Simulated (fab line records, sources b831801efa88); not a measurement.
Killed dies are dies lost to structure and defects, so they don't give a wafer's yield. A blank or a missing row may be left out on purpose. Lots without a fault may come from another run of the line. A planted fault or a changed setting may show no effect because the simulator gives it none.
Which tool did it? | flow sky130 | 13 lots, 39 wafers sampled, at 3 steps of a route of 708

WHAT THE GAUGES READ, wafer by wafer
SKY_VIA1_BOW_MEAS_03.
lot  | measured     | on            | VIA1_BOW (um)
L713 | day 32 19:29 | film_metro-04 | 85 96 86
L714 | day 33 03:01 | film_metro-02 | 80 77 81
L715 | day 33 06:49 | film_metro-01 | 88 80 74
L718 | day 34 10:18 | film_metro-04 | 87 77 82
L719 | day 35 01:01 | film_metro-02 | 76 79 71
L720 | day 35 04:14 | film_metro-02 | 75 80 67
L721 | day 35 10:22 | film_metro-04 | 73 80 79
L723 | day 36 08:53 | film_metro-01 | 75 75 84
L724 | day 36 11:41 | film_metro-02 | 78 80 77
L726 | day 37 05:04 | film_metro-01 | 75 81 82
L732 | day 38 23:37 | film_metro-04 | 80 79 70
L734 | day 39 10:52 | film_metro-02 | 66 65 74
L736 | day 39 23:13 | film_metro-02 | 71 74 81

WHICH TOOL RAN EACH LOT (tool, then ch and the chambers of the sampled wafers, then the start)
lot  | SKY_LDD_N_IMPLANT_13            | SKY_METAL1_SPUTTER_03
L713 | implanter-03 ch 0, day 17 18:32 | pvd_sputter-03, day 31 15:17
L714 | implanter-03 ch 0, day 17 22:15 | pvd_sputter-04, day 31 21:53
L715 | implanter-01 ch 0, day 18 08:24 | pvd_sputter-01, day 32 02:18
L718 | implanter-03 ch 0, day 19 14:10 | pvd_sputter-01, day 33 05:39
L719 | implanter-02 ch 0, day 20 01:13 | pvd_sputter-04, day 33 20:34
L720 | implanter-01 ch 0, day 20 08:59 | pvd_sputter-04, day 33 23:48
L721 | implanter-01 ch 0, day 20 16:43 | pvd_sputter-03, day 34 06:21
L723 | implanter-01 ch 0, day 21 17:52 | pvd_sputter-04, day 35 05:06
L724 | implanter-01 ch 0, day 21 20:02 | pvd_sputter-03, day 35 07:23
L726 | implanter-01 ch 0, day 22 17:40 | pvd_sputter-01, day 36 01:15
L732 | implanter-02 ch 0, day 24 19:04 | pvd_sputter-01, day 37 21:10
L734 | implanter-01 ch 0, day 25 07:26 | pvd_sputter-01, day 38 08:34
L736 | implanter-02 ch 0, day 25 23:59 | pvd_sputter-03, day 38 21:32
- SKY_LDD_N_IMPLANT_13
- SKY_METAL1_SPUTTER_03: material Ti, target thk 5 nm, time 3.3 s.

WHAT THE TOOLS THEMSELVES READ (means of the sampled wafers that have a number; where no wafer has one, the mark that the record gives instead)
SKY_LDD_N_IMPLANT_13.
lot  | tool         | faraday_current_uA | rotation_deg (degrees)
L713 | implanter-03 | 28.3               | 90.015
L714 | implanter-03 | 27.7               | 90.020
L715 | implanter-01 | 28.4               | 90.004
L718 | implanter-03 | 27.9               | 90.001
L719 | implanter-02 | 28.2               | 90.028
L720 | implanter-01 | 28.8               | 90.018
L721 | implanter-01 | 28.5               | 90.003
L723 | implanter-01 | 28.1               | 219.900
L724 | implanter-01 | 28.1               | 219.897
L726 | implanter-01 | 28.1               | 219.883
L732 | implanter-02 | 28.8               | 89.960
L734 | implanter-01 | 27.6               | 89.975
L736 | implanter-02 | 28.2               | 90.012

SKY_METAL1_SPUTTER_03.
lot  | tool           | throttle_valve_pct (%)
L713 | pvd_sputter-03 | 30.1
L714 | pvd_sputter-04 | 30.0
L715 | pvd_sputter-01 | 29.8
L718 | pvd_sputter-01 | 30.8
L719 | pvd_sputter-04 | 30.5
L720 | pvd_sputter-04 | 30.0
L721 | pvd_sputter-03 | 30.0
L723 | pvd_sputter-04 | 30.3
L724 | pvd_sputter-03 | 30.2
L726 | pvd_sputter-01 | 30.9
L732 | pvd_sputter-01 | 29.6
L734 | pvd_sputter-01 | 31.5
L736 | pvd_sputter-03 | 29.4

THE ANSWER, worked out from the rows above alone
Rule: what is usual is taken from the lots themselves. Put in order of their means at a reading, lots are off if they are a third of the lots or fewer, leave a main group of 4 or more, and stand apart from it by a gap of 3 or more times the standard deviation of the main group's means; of several such gaps the widest counts. A main group whose means are all the same, to the digits that the tables above print for the reading, isn't used. A lot without any number at a reading at which 4 lots or more have one is off too. The other lots that the step has rows for count as sound. The gauges are gone through in route order, then the tools' own readings, and for those a lot's mean is taken as printed above. The first step at which some lot is off is used, and at that step the reading that is off furthest; a lot without a number counts as furthest.
Off: L723, L724, L726, at SKY_LDD_N_IMPLANT_13 (rotation_deg). The main group: mean 90.004 degrees, standard deviation 0.02.
A tool fits if, at that step or a process step before it, it ran every lot that is off, and no sound lot after the first of them. None of those tried fits.

WHAT THE SIMULATOR HAD PUT IN
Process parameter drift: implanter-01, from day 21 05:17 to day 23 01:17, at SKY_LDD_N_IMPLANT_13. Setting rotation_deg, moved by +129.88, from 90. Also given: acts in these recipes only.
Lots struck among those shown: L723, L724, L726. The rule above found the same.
